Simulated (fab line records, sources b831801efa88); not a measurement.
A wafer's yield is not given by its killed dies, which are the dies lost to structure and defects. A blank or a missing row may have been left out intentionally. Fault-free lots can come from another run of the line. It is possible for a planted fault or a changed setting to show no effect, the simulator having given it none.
fab line records | flow gf180mcu
record: lots: 5 wafers: 23
route steps=602 shown V4@493 MIM@512 V5@544 TOP_METAL@576 PASSIVATION@587
start-h: start of the lot's first displayed wafer, in hours after the record's first day | wait-h: hours from the lot's prior step to this one | " the same as in the row above | L1.1+2: a row that stands for several wafers | - no value present, or no start provided | * or withheld: withheld | < > ~ a bound
route shown NAME@n: NAME is a module with steps in the file, n the number in the route of the first one | usual: average and standard deviation across the fault-free wafers | same: alike in all rows | chamber/n: place in a boat | sites: per-site readings | _std_site: the values' standard deviation | _edge_site: the outer-site mean with the inner-site mean subtracted | radius-mm: how far each site lies from the wafer's centre | mask NAME#n: copy n | behind: tool/chamber where the wafer was last shaped | hold: reason for holding the lot/hours on hold/outcome of the hold | device: the n, p or np transistor that did not switch | end of line: at the end of the route, the tests of the same wafers | where a step has no rows: the recipe by itself | killed: not the wafer's yield, but the dies lost to structure and defects at the first sort | map: a wafer's dies, x killed, . not, _ none there
set.NAME: setting as actually run; set.NAME@STEP: the setting as run at that earlier step | model.NAME: the simulator's own value behind a step, which no gauge read
lots where settings were altered on purpose, with a table for each step and a row for each wafer
== steps ==
step: GF_V4_ETCH_17
recipe: chemistry: C4F8/O2/Ar mask-material: KrF target: SiO2 stop-on: TiN source-w: 1500 bias-w: 1200 pressure-mtorr: 40 c4f8-flow-sccm: withheld O2_flow_sccm: 6 Ar_flow_sccm: 300 time-s: withheld target-depth-a: 6300
usual: oes-product-au: 0.856/0.0042
columns lot.wafer tool chamber start-h wait-h set.bias-w set.leave-above-ref-nm@V4_CMP_04 oes-product-au model.V4.feature-depth-nm
L076.2 rie-diel-01 1 - - 1200 632.5 0.852 631.4
L076.3 " 3 " " 1200 632.5 0.852 632.6
L076.4 " 1 " " 1200 632.5 0.858 633.3
L077.1 rie-diel-04 1 - - 1200 632.5 0.858 632.3
L077.2 " 2 " " 1200 667.7 0.881 668.1
L077.3 " 3 " " 1200 667.7 0.889 667.4
L077.4 " 3 " " 1200 632.5 0.853 632.4
L077.5 " 2 " " 1200 667.7 0.881 668.2
L080.1 rie-diel-03 2 - - 1200 585.9 0.828 585.5
L080.2 " 3 " " 1200 585.9 0.818 584.7
L080.3 " 0 " " 1200 632.5 0.861 631.4
L080.4 " 1 " " 1200 585.9 0.822 584.6
L080.6 " 2 " " 1200 632.5 0.856 632.7
L082.1 rie-diel-01 3 - - 1200 632.5 0.860 631.3
L082.2 " 0 " " 1200 661 0.873 659.2
L082.3 " 2 " " 1292 632.5 0.859 632.7
L082.4 " 1 " " 1292 661 0.873 660.9
L082.6 " 2 " " 1292 632.5 0.852 632.2
L083.2 rie-diel-03 3 - - 1093 632.5 0.850 632
L083.3 " 1 " " 1200 632.5 0.848 631.4
L083.4 " 2 " " 1093 632.5 0.857 631.4
L083.5 " 1 " " 1093 632.5 0.858 633.1
L083.6 " 2 " " 1200 632.5 0.857 632.3
step: GF_V4_CVD_23
recipe: material: W target-thk-nm: 350 time-s: 104.9 temp-c: 400 pressure-torr: 40
columns lot.wafer tool chamber start-h wait-h set.pressure-torr model.W_of_V4_CVD_23.thk-nm
L076.2 cvd-w-02 1 571.73 0.0 40 347.3
L076.3 " 1 " " 40 346.1
L076.4 " 0 " " 40 353.7
L077.1 cvd-w-02 0 599.04 0.0 40 354.3
L077.2 " 1 " " 40 347.7
L077.3 " 1 " " 40 348.5
L077.4+5 " 0 " " 40 355.7
L080.1 cvd-w-02 0 628.69 0.0 42.79 367.8
L080.2 " 1 " " 42.79 358.8
L080.3 " 0 " " 42.79 367.1
L080.4 " 1 " " 42.79 359.6
L080.6 " 0 " " 42.79 364.1
L082.1 cvd-w-01 0 636.88 0.0 44.8 372.6
L082.2 " 1 " " 44.8 370.4
L082.3 " 1 " " 44.8 375.7
L082.4 " 0 " " 44.8 374.4
L082.6 " 0 " " 44.8 372
L083.2 cvd-w-01 0 643.64 0.0 40 353.1
L083.3 " 0 " " 40 354
L083.4 " 1 " " 40 355.7
L083.5 " 0 " " 40 354.3
L083.6 " 1 " " 40 353.4
step: GF_MIM_SPUTTER_09
recipe: material: TiN target-thk-nm: 35 power-w: 6500 time-s: 29.2 chamber-pressure-pa: 0.4
columns lot.wafer tool chamber start-h wait-h set.power-w model.TiN_of_MIM_SPUTTER_09.thk-nm
L076.2 pvd-sputter-02 - 572.96 0.0 6500 35.3
L076.3 " - " " 6500 34.95
L076.4 " - " " 6500 35.19
L077.1 pvd-sputter-03 - 600.01 0.0 6984 37.96
L077.2 " - " " 6984 37.61
L077.3 " - " " 6500 35.05
L077.4 " - " " 6500 35.41
L077.5 " - " " 6500 34.99
L080.1 pvd-sputter-02 - 629.66 0.0 6500 34.96
L080.2 " - " " 6500 34.97
L080.3 " - " " 7012 37.72
L080.4 " - " " 7012 37.63
L080.6 " - " " 6500 35.07
L082.1 pvd-sputter-03 - 637.85 0.0 6073 32.88
L082.2 " - " " 6500 34.91
L082.3 " - " " 6500 34.88
L082.4 " - " " 6073 32.41
L082.6 " - " " 6500 34.9
L083.2 pvd-sputter-02 - 644.76 0.0 7049 38.29
L083.3 " - " " 6500 35.24
L083.4 " - " " 6500 35.12
L083.5 " - " " 7049 38.23
L083.6 " - " " 7049 38.09
step: GF_MIM_EXPOSE_16
recipe: mask-id: FuseTop target-cd-nm: 2000 na: 0.6 source-shape: conventional sigma-outer: 0.6 dose-mj: 140
columns lot.wafer tool chamber start-h wait-h mask set.dose-mj
L076.2+3+4 iline-stepper-01 0 - - FuseTop#0 140
L077.1+2+5 iline-stepper-01 0 - - FuseTop#0 147.7
L077.3+4 " 0 " " FuseTop#0 140
L080.1+3+6 iline-stepper-02 0 - - FuseTop#0 142.7
L080.2+4 " 0 " " FuseTop#0 140
L082.1+2+4 iline-stepper-01 0 - - FuseTop#0 145.4
L082.3+6 " 0 " " FuseTop#0 140
L083.2+3+4+5+6 iline-stepper-01 0 - - FuseTop#0 140
step: GF_MIM_PEB_17
recipe: temp-c: withheld time-s: * resist: NOVOLAK
step: GF_MIM_DEVELOP_18
recipe: develop-time-s: 60 dev-temp-c: 23
step: GF_MIM_METAL_ETCH_19
recipe: chemistry: Cl2/BCl3 mask-material: NOVOLAK stop-on: Si3N4 target-depth-nm: 324.5 pressure-mtorr: 8 icp-w: 800 bias-w: 140 Cl2_flow_sccm: 80 bcl3-flow-sccm: 40 time-s: 54.1
columns lot.wafer tool chamber start-h wait-h set.dose-mj@MIM_EXPOSE_16 model.MIM.cd-nm
L076.2 rie-metal-03 0 594.29 0.1 140 1995
L076.3 " 0 " " 140 1999
L076.4 " 1 " " 140 1997
L077.1 rie-metal-03 1 620.53 0.1 147.7 1991
L077.2 " 1 " " 147.7 1992
L077.3 " 1 " " 140 2001
L077.4 " 1 " " 140 2006
L077.5 " 1 " " 147.7 1987
L080.1 rie-metal-03 1 650.18 0.1 142.7 1996
L080.2 " 0 " " 140 1999
L080.3 " 0 " " 142.7 1992
L080.4 " 1 " " 140 2000
L080.6 " 0 " " 142.7 1993
L082.1 rie-metal-04 1 657.46 0.1 145.4 1990
L082.2+4 " 0 " " 145.4 1988
L082.3 " 1 " " 140 2000
L082.6 " 1 " " 140 2001
L083.2+5 rie-metal-04 0 663.83 0.1 140 2001
L083.3 " 1 " " 140 2003
L083.4+6 " 0,1 " " 140 2002
step: GF_V5_CMP_04
recipe: material: SiO2 down-force-psi: 4 platen-rpm: 60 pad-velocity-m-s: 0.94248
columns lot.wafer tool chamber start-h wait-h set.leave-above-ref-nm model.SiO2_of_V5_CVD_02.thk-nm
L076.3 cmp-01 3 616.49 0.0 855 855.6
L076.2 " 0 " " 855 853.8
L076.4 " 2 " " 855 855
L077.2 cmp-01 1 642.68 0.0 855 853.3
L077.3 " 2 " " 855 854.3
L077.1 " 3 " " 855 853.5
L077.4 " 0 " " 855 854.4
L077.5 " 2 " " 855 854.2
L080.1 cmp-02 0 671.03 0.1 855 854
L080.3 " 1 " " 908.1 908.4
L080.2 " 2 " " 855 852.6
L080.4 " 3 " " 855 853.9
L080.6 " 1 " " 908.1 909.6
L082.3 cmp-02 1 677.91 0.0 855 855.9
L082.1 " 2 " " 855 853.4
L082.2 " 3 " " 855 854.3
L082.4 " 0 " " 855 855.2
L082.6 " 2 " " 855 853.2
L083.2 cmp-01 1 684.53 0.1 855 854.1
L083.3 " 2 " " 855 855.4
L083.4 " 3 " " 836.9 837.3
L083.6 " 0 " " 836.9 837.4
L083.5 " 1 " " 855 854.8
step: GF_V5_SOFTBAKE_10
recipe: temp-c: 130 time-s: 60 resist: KrF
columns lot.wafer tool chamber start-h wait-h set.time-s
L076.2+3+4 litho-track-03 0 - - 60
L077.1+3+4 litho-track-01 0 - - 60
L077.2+5 " 0 " " 62.61
L080.1+3+4 litho-track-02 0 - - 63.8
L080.2+6 " 0 " " 60
L082.1+2+3+4+6 litho-track-02 0 - - 60
L083.2+3+6 litho-track-03 0 - - 60
L083.4+5 " 0 " " 66.72
step: GF_V5_EXPOSE_11
recipe: mask-id: Via5 target-cd-nm: 260 na: 0.68 source-shape: conventional sigma-outer: 0.6 dose-mj: 38
step: GF_V5_PEB_12
recipe: peb-temp-c: 135 peb-time-s: 90 resist: KrF
step: GF_V5_ETCH_16
recipe: chemistry: N2/H2 target-depth-a: withheld overetch-a: withheld time-s: withheld target: BARC ion-energy-ev: 200 source-w: 500 bias-w: 100 pressure-mtorr: 30 n2-flow-sccm: 100 h2-flow-sccm: 200
step: GF_V5_ETCH_17
recipe: chemistry: C4F8/O2/Ar mask-material: KrF target: SiO2 stop-on: TiN source-w: 1500 bias-w: 1200 pressure-mtorr: 40 c4f8-flow-sccm: withheld O2_flow_sccm: 6 Ar_flow_sccm: 300 time-s: withheld target-depth-a: 8550
columns lot.wafer tool chamber start-h wait-h set.leave-above-ref-nm@V5_CMP_04 model.etch.depth-nm model.V5.feature-depth-nm
L076.2 rie-diel-02 2 - - 855 853.8 853.8
L076.3 " 0 " " 855 855.6 855.6
L076.4 " 3 " " 855 855 855
L077.1 rie-diel-02 2 - - 855 - 853.5
L077.2 " 1 " " 855 - 853.3
L077.3 " 0 " " 855 854.3 854.3
L077.4 " 3 " " 855 - 854.4
L077.5 " 3 " " 855 854.2 854.2
L080.1 rie-diel-03 0 - - 855 854 854
L080.2 " 1 " " 855 852.6 852.6
L080.3 " 3 " " 908.1 - 908.4
L080.4 " 2 " " 855 - 853.9
L080.6 " 1 " " 908.1 909.6 909.6
L082.1 rie-diel-02 2 - - 855 - 853.4
L082.2 " 3 " " 855 - 854.3
L082.3 " 0 " " 855 - 855.9
L082.4 " 1 " " 855 - 855.2
L082.6 " 1 " " 855 853.2 853.2
L083.2 rie-diel-01 1 - - 855 - 854.1
L083.3 " 2 " " 855 855.4 855.4
L083.4 " 3 " " 836.9 837.3 837.3
L083.5 " 1 " " 855 - 854.8
L083.6 " 0 " " 836.9 - 837.4
step: GF_V5_SPUTTER_21
recipe: material: Ti target-thk-nm: 15 chamber-pressure-pa: 5 power-w: 2500 substrate-temp-c: 200 time-s: 80.02
columns lot.wafer tool chamber start-h wait-h set.time-s model.Ti_of_V5_SPUTTER_21.thk-nm
L076.2 pvd-sputter-04 - 637.95 0.0 80.02 15.26
L076.3 " - " " 80.02 15.28
L076.4 " - " " 80.02 15.3
L077.1 pvd-sputter-04 - 663.30 0.0 80.02 15.42
L077.2 " - " " 80.02 15.18
L077.3 " - " " 75.15 14.17
L077.4 " - " " 75.15 14.06
L077.5 " - " " 75.15 14.2
L080.1 pvd-sputter-04 - 691.77 0.0 75.92 14.05
L080.2 " - " " 80.02 14.8
L080.3 " - " " 80.02 15.09
L080.4 " - " " 75.92 13.98
L080.6 " - " " 75.92 14.17
L082.1 pvd-sputter-03 - 696.27 0.0 80.02 14.94
L082.2 " - " " 88.49 16.77
L082.3 " - " " 80.02 14.69
L082.4 " - " " 88.49 16.53
L082.6 " - " " 80.02 15.05
L083.2 pvd-sputter-03 - 704.44 0.0 90.53 16.91
L083.3 " - " " 80.02 15.12
L083.4 " - " " 80.02 15.07
L083.5 " - " " 90.53 16.93
L083.6 " - " " 80.02 14.91
step: GF_TOP_METAL_COAT_09
recipe: resist: NOVOLAK spin-rpm: 3000 resist-thk-nm: 1500
columns lot.wafer tool chamber start-h wait-h set.resist-thk-nm model.NOVOLAK_of_TOP_METAL_COAT_09.thk-nm
L076.2 litho-track-03 0 648.53 0.1 1500 1504
L076.3 " 0 " " 1500 1500
L076.4 " 0 " " 1500 1501
L077.1 litho-track-03 0 673.06 0.1 1523 1522
L077.2+4 " 0 " " 1500 1505
L077.3 " 0 " " 1500 1501
L077.5 " 0 " " 1523 1531
L080.1 litho-track-04 0 701.18 0.1 1460 1456
L080.2 " 0 " " 1460 1455
L080.3+6 " 0 " " 1500 1497
L080.4 " 0 " " 1500 1496
L082.1+3 litho-track-04 0 706.63 0.1 1500 1499
L082.2+6 " 0 " " 1500 1504
L082.4 " 0 " " 1500 1503
L083.2 litho-track-01 0 713.99 0.1 1500 1503
L083.3 " 0 " " 1500 1500
L083.4 " 0 " " 1500 1502
L083.5 " 0 " " 1500 1495
L083.6 " 0 " " 1500 1504
step: GF_TOP_METAL_SOFTBAKE_10
recipe: temp-c: 90 time-s: 60 resist: NOVOLAK
step: GF_TOP_METAL_EXPOSE_11
recipe: mask-id: MetalTop target-cd-nm: 440 na: 0.6 source-shape: conventional sigma-outer: 0.6 dose-mj: 170
step: GF_TOP_METAL_METAL_ETCH_16
recipe: chemistry: Cl2/BCl3 mask-material: NOVOLAK target-depth-nm: 1077.5 stop-on: SiO2 pressure-mtorr: 8 icp-w: 800 bias-w: 140 Cl2_flow_sccm: 80 bcl3-flow-sccm: 40 time-s: 179.6
columns lot.wafer tool chamber start-h wait-h set.resist-thk-nm@TOP_METAL_COAT_09 model.NOVOLAK_of_TOP_METAL_COAT_09.thk-nm
L076.2 rie-metal-02 0 658.51 0.0 1500 1083
L076.3 " 0 " " 1500 1074
L076.4 " 1 " " 1500 1063
L077.1 rie-metal-02 0 682.91 0.0 1523 1107
L077.2 " 1 " " 1500 1076
L077.3 " 0 " " 1500 1086
L077.4 " 1 " " 1500 1075
L077.5 " 0 " " 1523 1113
L080.1 rie-metal-03 0 711.22 0.0 1460 1017
L080.2 " 1 " " 1460 1011
L080.3 " 0 " " 1500 1060
L080.4 " 1 " " 1500 1050
L080.6 " 1 " " 1500 1052
L082.1 rie-metal-01 0 715.86 0.0 1500 1068
L082.2+6 " 0 " " 1500 1072
L082.3 " 0 " " 1500 1065
L082.4 " 0 " " 1500 1073
L083.2 rie-metal-02 1 724.24 0.0 1500 1064
L083.3 " 1 " " 1500 1057
L083.4 " 0 " " 1500 1082
L083.5 " 1 " " 1500 1058
L083.6 " 0 " " 1500 1083
step: GF_TOP_METAL_STRIP_17
recipe: chemistry: O2/N2 power-w: 1400 pressure-mtorr: 1500 platen-temp-c: 250 o2-flow-sccm: 3000 n2-flow-sccm: 300 overash-fraction: 0.5
usual: strip-time-to-endpoint-s: 13.42/0.1
columns lot.wafer tool chamber start-h wait-h set.resist-thk-nm@TOP_METAL_COAT_09 strip-time-to-endpoint-s
L076.2 plasma-asher-01 0 658.69 0.1 1500 13.61
L076.3 " 1 " " 1500 13.50
L076.4 " 0 " " 1500 13.38
L077.1 plasma-asher-01 1 683.09 0.1 1523 13.89
L077.2 " 0 " " 1500 13.52
L077.3 " 1 " " 1500 13.64
L077.4 " 0 " " 1500 13.50
L077.5 " 1 " " 1523 13.96
L080.1 plasma-asher-02 0 711.39 0.1 1460 12.85
L080.2 " 1 " " 1460 12.78
L080.3 " 0 " " 1500 13.33
L080.4 " 1 " " 1500 13.22
L080.6 " 1 " " 1500 13.24
L082.1 plasma-asher-01 0 716.21 0.3 1500 13.42
L082.2 " 1 " " 1500 13.49
L082.3 " 1 " " 1500 13.41
L082.4 " 0 " " 1500 13.50
L082.6 " 1 " " 1500 13.47
L083.2 plasma-asher-03 1 724.41 0.1 1500 13.39
L083.3 " 0 " " 1500 13.31
L083.4 " 1 " " 1500 13.58
L083.5 " 1 " " 1500 13.33
L083.6 " 0 " " 1500 13.61
step: GF_PASSIVATION_CVD_00
recipe: material: SiO2 target-thk-nm: 1000 precursor: TEOS temp-c: 400 time-s: 111.95 rf-w: 600
columns lot.wafer tool chamber start-h wait-h set.time-s model.SiO2_of_PASSIVATION_CVD_00.thk-nm
L076.2 pecvd-02 2 659.31 0.0 111.95 999.8
L076.3 " 1 " " 111.95 980.9
L076.4 " 0 " " 111.95 995.9
L077.1 pecvd-01 2 683.62 0.0 121.6 1063
L077.2 " 1 " " 121.6 1056
L077.3 " 0 " " 111.95 976.7
L077.4 " 0 " " 111.95 983.1
L077.5 " 1 " " 121.6 1076
L080.1 pecvd-03 2 711.94 0.0 111.95 983.2
L080.2 " 0 " " 111.95 998.9
L080.3 " 1 " " 111.95 992.3
L080.4 " 2 " " 111.95 1014
L080.6 " 1 " " 111.95 1004
L082.1 pecvd-03 0 716.75 0.0 111.95 988.4
L082.2 " 1 " " 111.95 984.2
L082.3 " 2 " " 96.21 841
L082.4 " 0 " " 96.21 869.8
L082.6 " 1 " " 96.21 849.4
L083.2 pecvd-01 2 724.95 0.0 111.95 990.1
L083.3 " 0 " " 111.95 983.6
L083.4 " 0 " " 111.95 991.6
L083.5 " 1 " " 111.95 1009
L083.6 " 2 " " 111.95 1000
step: GF_PASSIVATION_THK_MEAS_01
recipe: reads: SiO2_of_PASSIVATION_CVD_00
usual: PASSIVATION_CVD_00_THK: 998/13
columns lot.wafer tool chamber start-h wait-h set.time-s@PASSIVATION_CVD_00 PASSIVATION_CVD_00_THK[nm]
L076.2 film-metro-02 - 659.40 0.0 111.95 999
L076.3 " - " " 111.95 981
L076.4 " - " " 111.95 995
L077.1 film-metro-02 - 683.70 0.0 121.6 1063
L077.2 " - " " 121.6 1056
L077.3 " - " " 111.95 977
L077.4 " - " " 111.95 983
L077.5 " - " " 121.6 1076
L080.1 film-metro-03 - 712.01 0.0 111.95 984
L080.2 " - " " 111.95 999
L080.3 " - " " 111.95 993
L080.4 " - " " 111.95 1014
L080.6 " - " " 111.95 1004
L082.1 film-metro-02 - 716.83 0.0 111.95 990
L082.2 " - " " 111.95 984
L082.3 " - " " 96.21 841
L082.4 " - " " 96.21 870
L082.6 " - " " 96.21 850
L083.2 film-metro-02 - 725.04 0.0 111.95 990
L083.3 " - " " 111.95 984
L083.4 " - " " 111.95 992
L083.5 " - " " 111.95 1010
L083.6 " - " " 111.95 1001
step: GF_PASSIVATION_DEVELOP_10
recipe: develop-time-s: 60 dev-temp-c: 23
columns lot.wafer tool chamber start-h wait-h set.develop-time-s
L076.2+3+4 litho-track-03 0 - - 60
L077.1+2+3 litho-track-03 0 - - 64.13
L077.4+5 " 0 " " 60
L080.1+2+6 litho-track-03 0 - - 51.28
L080.3+4 " 0 " " 60
L082.1+3+4 litho-track-02 0 - - 60
L082.2+6 " 0 " " 62.59
L083.2+4 litho-track-03 0 - - 60
L083.3+5+6 " 0 " " 62.75
step: GF_PASSIVATION_ETCH_11
recipe: chemistry: CF4/O2 target-depth-nm: 1800 stop-on: TiN source-w: 800 bias-w: 150 pressure-mtorr: 150 cf4-flow-sccm: 80 O2_flow_sccm: 10 time-s: 400
columns lot.wafer tool chamber start-h wait-h set.time-s@PASSIVATION_CVD_00 set.develop-time-s@PASSIVATION_DEVELOP_10 model.PASSIVATION.feature-depth-nm model.etch.depth-nm
L076.2 rie-diel-03 2 678.91 - 111.95 60 1688 1688
L076.3 " 3 " " 111.95 60 1670 1670
L076.4 " 0 " " 111.95 60 1698 1698
L077.1 rie-diel-02 3 701.66 - 121.6 64.13 1753 -
L077.2 " 0 " " 121.6 64.13 1749 -
L077.3 " 2 " " 111.95 64.13 1675 1675
L077.4 " 1 " " 111.95 60 1687 -
L077.5 " 1 " " 121.6 60 1782 1782
L080.1 rie-diel-04 2 729.85 - 111.95 51.28 1686 1686
L080.2 " 3 " " 111.95 51.28 1694 1694
L080.3 " 1 " " 111.95 60 1685 -
L080.4 " 0 " " 111.95 60 1730 -
L080.6 " 2 " " 111.95 51.28 1702 1702
L082.1 rie-diel-04 0 734.98 - 111.95 60 1697 -
L082.2 " 1 " " 111.95 62.59 1693 -
L082.3 " 3 " " 96.21 60 1553 -
L082.4 " 2 " " 96.21 60 1595 -
L082.6 " 0 " " 96.21 62.59 1573 1573
L083.2 rie-diel-02 2 742.10 - 111.95 60 1691 -
L083.3 " 1 " " 111.95 62.75 1683 1683
L083.4 " 3 " " 111.95 60 1703 1703
L083.5 " 3 " " 111.95 62.75 1716 -
L083.6 " 0 " " 111.95 62.75 1707 -
step: GF_PASSIVATION_STRIP_12
recipe: chemistry: O2/N2 power-w: 1400 pressure-mtorr: 1500 platen-temp-c: 250 o2-flow-sccm: 3000 n2-flow-sccm: 300 overash-fraction: 0.5
usual: oes-product-au: 0.718/0.0041 strip-time-to-endpoint-s: 34.61/0.24
columns lot.wafer tool chamber start-h wait-h set.pressure-mtorr oes-product-au strip-time-to-endpoint-s
L076.2 plasma-asher-02 1 679.14 0.1 1500 0.721 34.66
L076.3 " 0 " " 1500 0.722 34.81
L076.4 " 1 " " 1500 0.716 34.72
L077.1 plasma-asher-04 1 701.89 0.1 1403 0.710 34.98
L077.2 " 0 " " 1403 0.705 35.17
L077.3 " 1 " " 1403 0.705 35.13
L077.4 " 0 " " 1403 0.714 35.36
L077.5 " 0 " " 1403 0.712 35.36
L080.1 plasma-asher-04 0 730.09 0.1 1688 0.734 33.74
L080.2 " 1 " " 1688 0.734 33.56
L080.3 " 0 " " 1688 0.733 33.53
L080.4 " 1 " " 1688 0.738 34.08
L080.6 " 1 " " 1688 0.729 33.62
L082.1 plasma-asher-01 1 735.22 0.1 1500 0.720 35.13
L082.2 " 0 " " 1500 0.719 34.23
L082.3 " 0 " " 1500 0.721 34.23
L082.4 " 1 " " 1500 0.721 34.61
L082.6 " 1 " " 1500 0.717 35.05
L083.2 plasma-asher-01 1 742.34 0.1 1684 0.724 33.71
L083.3 " 1 " " 1684 0.735 33.78
L083.4 " 0 " " 1684 0.738 33.36
L083.5 " 1 " " 1684 0.730 33.38
L083.6 " 0 " " 1684 0.733 33.63
== key ==
split: step: GF_V4_ETCH_17 setting: bias-w stated: 1200 by: wafer
response none clear
split: step: GF_V4_CVD_23 setting: pressure-torr stated: 40 by: lot
response: step: GF_V4_CVD_23 reading: model.W_of_V4_CVD_23.thk-nm change: +1.71 per: 1% r: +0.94
split: step: GF_MIM_SPUTTER_09 setting: power-w stated: 6500 by: wafer
response: step: GF_MIM_SPUTTER_09 reading: model.TiN_of_MIM_SPUTTER_09.thk-nm change: +0.349 per: 1% r: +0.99
split: step: GF_MIM_EXPOSE_16 setting: dose-mj stated: 140 by: wafer
response: step: GF_MIM_METAL_ETCH_19 reading: model.MIM.cd-nm change: -2.67 per: 1% r: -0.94
split: step: GF_V5_CMP_04 setting: leave-above-ref-nm stated: 855 by: wafer
response: step: GF_V5_CMP_04 reading: model.SiO2_of_V5_CVD_02.thk-nm change: +8.86 per: 1% r: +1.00
response: step: GF_V5_ETCH_17 reading: model.etch.depth-nm change: +9.01 per: 1% r: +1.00
response: step: GF_V5_ETCH_17 reading: model.V5.feature-depth-nm change: +8.86 per: 1% r: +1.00
split: step: GF_V5_SOFTBAKE_10 setting: time-s stated: 60 by: wafer
response none clear
split: step: GF_V5_SPUTTER_21 setting: time-s stated: 80.02 by: wafer
response: step: GF_V5_SPUTTER_21 reading: model.Ti_of_V5_SPUTTER_21.thk-nm change: +0.158 per: 1% r: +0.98
split: step: GF_TOP_METAL_COAT_09 setting: resist-thk-nm stated: 1500 by: wafer
response: step: GF_TOP_METAL_COAT_09 reading: model.NOVOLAK_of_TOP_METAL_COAT_09.thk-nm change: +15.4 per: 1% r: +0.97
response: step: GF_TOP_METAL_METAL_ETCH_16 reading: model.NOVOLAK_of_TOP_METAL_COAT_09.thk-nm change: +16.5 per: 1% r: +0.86
response: step: GF_TOP_METAL_STRIP_17 reading: strip-time-to-endpoint-s change: * per: 1% r: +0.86
split: step: GF_PASSIVATION_CVD_00 setting: time-s stated: 111.95 by: wafer
response: step: GF_PASSIVATION_CVD_00 reading: model.SiO2_of_PASSIVATION_CVD_00.thk-nm change: +9.57 per: 1% r: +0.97
response: step: GF_PASSIVATION_THK_MEAS_01 reading: PASSIVATION_CVD_00_THK change: +9.57 per: 1% r: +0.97
response: step: GF_PASSIVATION_ETCH_11 reading: model.PASSIVATION.feature-depth-nm change: +8.81 per: 1% r: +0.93
split: step: GF_PASSIVATION_DEVELOP_10 setting: develop-time-s stated: 60 by: wafer
response: step: GF_PASSIVATION_ETCH_11 reading: model.etch.depth-nm change: -12.1 per: 1% r: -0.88
split: step: GF_PASSIVATION_STRIP_12 setting: pressure-mtorr stated: 1500 by: lot
response: step: GF_PASSIVATION_STRIP_12 reading: oes-product-au change: +0.00119 per: 1% r: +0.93
response: step: GF_PASSIVATION_STRIP_12 reading: strip-time-to-endpoint-s change: * per: 1% r: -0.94
split outside-this-file step=GF_V4_CMP_04 setting=leave-above-ref-nm
split outside-this-file: this setting was split too, and the file shows its column; the key of that split is in another file
